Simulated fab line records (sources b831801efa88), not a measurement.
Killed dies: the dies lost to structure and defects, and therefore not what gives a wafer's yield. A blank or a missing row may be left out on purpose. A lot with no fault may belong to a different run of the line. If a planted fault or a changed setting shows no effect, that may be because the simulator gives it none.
Which of the tools did it? + flow gf180mcu + 12 lots, 36 wafers sampled, at 5 steps of a route of 602

## WHAT EACH GAUGE READ, for each wafer
GF_V5_THK_MEAS_03.
| lot  | measured     | on           | V5_CVD_02_THK (nm) |
|------|--------------|--------------|--------------------|
| L790 | day 27 16:10 | filmMetro-03 | 1447 1423 1447     |
| L792 | day 28 17:05 | filmMetro-02 | 1404 1434 1462     |
| L793 | day 28 22:46 | filmMetro-03 | 1455 1465 1443     |
| L794 | day 28 22:55 | filmMetro-02 | 1433 1427 1466     |
| L797 | day 30 01:02 | filmMetro-02 | 1451 1474 1476     |
| L798 | day 30 05:37 | filmMetro-03 | 1441 1478 1480     |
| L799 | day 30 15:33 | filmMetro-02 | 1459 2002 1993     |
| L800 | day 30 16:33 | filmMetro-03 | 1423 1451 1979     |
| L801 | day 31 00:51 | filmMetro-03 | 1443 1417 1455     |
| L806 | day 32 05:12 | filmMetro-03 | 1447 1502 1485     |
| L808 | day 32 14:16 | filmMetro-03 | 1442 1453 1433     |
| L809 | day 32 22:25 | filmMetro-03 | 1442 1441 1502     |

GF_V5_BOW_MEAS_05.
| lot  | measured     | on           | V5_BOW (um) |
|------|--------------|--------------|-------------|
| L790 | day 27 16:32 | filmMetro-02 | 137 126 133 |
| L792 | day 28 17:28 | filmMetro-03 | 138 139 140 |
| L793 | day 28 23:07 | filmMetro-03 | 118 121 137 |
| L794 | day 28 23:22 | filmMetro-02 | 146 152 134 |
| L797 | day 30 01:24 | filmMetro-02 | 125 135 143 |
| L798 | day 30 05:59 | filmMetro-01 | 136 136 142 |
| L799 | day 30 15:55 | filmMetro-01 | 129 138 129 |
| L800 | day 30 16:55 | filmMetro-03 | 134 137 139 |
| L801 | day 31 01:13 | filmMetro-03 | 141 130 137 |
| L806 | day 32 05:35 | filmMetro-01 | 139 144 146 |
| L808 | day 32 14:37 | filmMetro-01 | 140 137 142 |
| L809 | day 32 22:58 | filmMetro-02 | 140 130 141 |

## TOOL THAT RAN EACH LOT (tool first, then ch and the chambers of the sampled wafers, then the start)
| lot  | GF_MIM_SPUTTER_08           | GF_M5_METAL_ETCH_10              | GF_V5_CVD_02                    |
|------|-----------------------------|----------------------------------|---------------------------------|
| L790 | pvdSputter-03, day 25 21:29 | rieMetal-03 ch 0,1, day 27 15:18 | pecvd-02 ch 0,1,2, day 27 16:03 |
| L792 | pvdSputter-03, day 26 23:35 | rieMetal-02 ch 0,1, day 28 16:10 | pecvd-02 ch 1,2, day 28 16:55   |
| L793 | pvdSputter-04, day 27 04:50 | rieMetal-03 ch 0, day 28 21:41   | pecvd-02 ch 1,2, day 28 22:35   |
| L794 | pvdSputter-03, day 27 04:53 | rieMetal-04 ch 0,1, day 28 22:02 | pecvd-04 ch 1,2, day 28 22:48   |
| L797 | pvdSputter-01, day 28 08:04 | rieMetal-03 ch 0, day 30 00:05   | pecvd-02 ch 0,2, day 30 00:55   |
| L798 | pvdSputter-03, day 28 13:07 | rieMetal-04 ch 0, day 30 04:44   | pecvd-04 ch 0,1,2, day 30 05:29 |
| L799 | pvdSputter-01, day 28 23:46 | rieMetal-02 ch 0, day 30 14:40   | pecvd-02 ch 0,1,2, day 30 15:26 |
| L800 | pvdSputter-04, day 29 00:10 | rieMetal-03 ch 0, day 30 15:35   | pecvd-02 ch 0,1,2, day 30 16:26 |
| L801 | pvdSputter-01, day 29 08:35 | rieMetal-03 ch 0,1, day 30 23:59 | pecvd-03 ch 1,2, day 31 00:44   |
| L806 | pvdSputter-04, day 30 16:14 | rieMetal-04 ch 1, day 32 04:13   | pecvd-03 ch 1,2, day 32 05:04   |
| L808 | pvdSputter-03, day 31 02:04 | rieMetal-04 ch 1, day 32 13:17   | pecvd-04 ch 0,1,2, day 32 14:09 |
| L809 | pvdSputter-04, day 31 09:58 | rieMetal-02 ch 0,1, day 32 21:31 | pecvd-04 ch 0,1,2, day 32 22:18 |
- GF_MIM_SPUTTER_08: material AlCu, target thk 200 nm, time 10.6 s.
- GF_M5_METAL_ETCH_10: etches the open film in Cl2/BCl3, stops on SiO2, target depth 627.5 nm, time 104.6 s.
- GF_V5_CVD_02: deposits SiO2 from TEOS, target thk 1450 nm, time 163.28 s.

## WHAT THE TOOLS THEMSELVES READ (means of the sampled wafers that have a number; where no wafer has one, the mark that the record gives instead)
GF_MIM_SPUTTER_08.
| lot  | tool          | throttleValvePct (%) |
|------|---------------|----------------------|
| L790 | pvdSputter-03 | 29.2                 |
| L792 | pvdSputter-03 | 29.6                 |
| L793 | pvdSputter-04 | 29.2                 |
| L794 | pvdSputter-03 | 28.5                 |
| L797 | pvdSputter-01 | 30.2                 |
| L798 | pvdSputter-03 | 28.7                 |
| L799 | pvdSputter-01 | 29.9                 |
| L800 | pvdSputter-04 | 29.1                 |
| L801 | pvdSputter-01 | 30.6                 |
| L806 | pvdSputter-04 | 28.4                 |
| L808 | pvdSputter-03 | 30.1                 |
| L809 | pvdSputter-04 | 28.7                 |

GF_M5_METAL_ETCH_10.
| lot  | tool        | chamberPressureMTorr (mTorr) | drypumpMotorCurrentA (A) | oesProductAu (a.u.) | rfFwdPowerW (W) | throttleValvePct (%) |
|------|-------------|------------------------------|--------------------------|---------------------|-----------------|----------------------|
| L790 | rieMetal-03 | 8.006                        | 5.5                      | 0.963               | 798.2           | 28.251               |
| L792 | rieMetal-02 | 8.006                        | 6.2                      | 0.968               | 797.1           | 28.244               |
| L793 | rieMetal-03 | 8.002                        | 5.1                      | 0.972               | 797.9           | 28.256               |
| L794 | rieMetal-04 | 8.003                        | 6.6                      | 0.971               | 793.4           | 28.252               |
| L797 | rieMetal-03 | 8.002                        | 5.1                      | 0.971               | 796.6           | 28.249               |
| L798 | rieMetal-04 | 7.991                        | 6.7                      | 0.979               | 791.5           | 28.239               |
| L799 | rieMetal-02 | 8.009                        | 5.7                      | 0.975               | 794.0           | 28.241               |
| L800 | rieMetal-03 | 7.997                        | 5.1                      | 0.969               | 796.1           | 28.255               |
| L801 | rieMetal-03 | 7.998                        | 5.5                      | 0.979               | 798.8           | 28.242               |
| L806 | rieMetal-04 | 8.007                        | 6.5                      | 0.972               | 795.0           | 28.258               |
| L808 | rieMetal-04 | 8.002                        | 6.5                      | 0.972               | 797.8           | 28.247               |
| L809 | rieMetal-02 | 8.006                        | 6.2                      | 0.967               | 795.4           | 28.256               |

GF_V5_CVD_02.
| lot  | tool     | heaterPowerW (W) | rfFwdPowerW (W) |
|------|----------|------------------|-----------------|
| L790 | pecvd-02 | 660              | 597.5           |
| L792 | pecvd-02 | 650              | 600.4           |
| L793 | pecvd-02 | 703              | 599.0           |
| L794 | pecvd-04 | 656              | 597.6           |
| L797 | pecvd-02 | 637              | 597.6           |
| L798 | pecvd-04 | 577              | 598.6           |
| L799 | pecvd-02 | 614              | 596.4           |
| L800 | pecvd-02 | 596              | 601.2           |
| L801 | pecvd-03 | 627              | 599.1           |
| L806 | pecvd-03 | 569              | 598.5           |
| L808 | pecvd-04 | 587              | 597.2           |
| L809 | pecvd-04 | 613              | 597.1           |

## THE ANSWER, worked out from the rows above alone
Rule: usual is defined by the lots themselves. Put in order of their means at a reading, lots are off if they are a third of the lots or fewer, leave a main group of 4 or more, and stand apart from it by a gap of 3 or more times the standard deviation of the main group's means; of several such gaps the widest counts. Not used: any main group whose means are identical at the precision the tables above print for the reading. Also off: a lot with no number at a reading for which 4 or more lots have one. All remaining lots with rows at the step are treated as sound. Order of review: gauges by route order, followed by the tools' own readings, for which a lot's mean as printed above is used. At the first step where some lot is off, the reading lying furthest off is the one used; lots without a number count as furthest.
Off: L799, L800, at GF_V5_THK_MEAS_03 (V5_CVD_02_THK). The main group: mean 1452 nm, standard deviation 14.
A tool fits if, at a process step before that reading, it ran every lot that is off, and no sound lot after the first of them. Those tools and the gauges at GF_V5_THK_MEAS_03 are tried in the same way. One fits: GF_V5_CVD_02 on pecvd-02. A fault onset in the window from L797 (day 30 00:55, its last sound lot) to L799 (day 30 15:26, its first lot off) fits.

## WHAT THE SIMULATOR HAD INSERTED
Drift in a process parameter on pecvd-02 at GF_V5_CVD_02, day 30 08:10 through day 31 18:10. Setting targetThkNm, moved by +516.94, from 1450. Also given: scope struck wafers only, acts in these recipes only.
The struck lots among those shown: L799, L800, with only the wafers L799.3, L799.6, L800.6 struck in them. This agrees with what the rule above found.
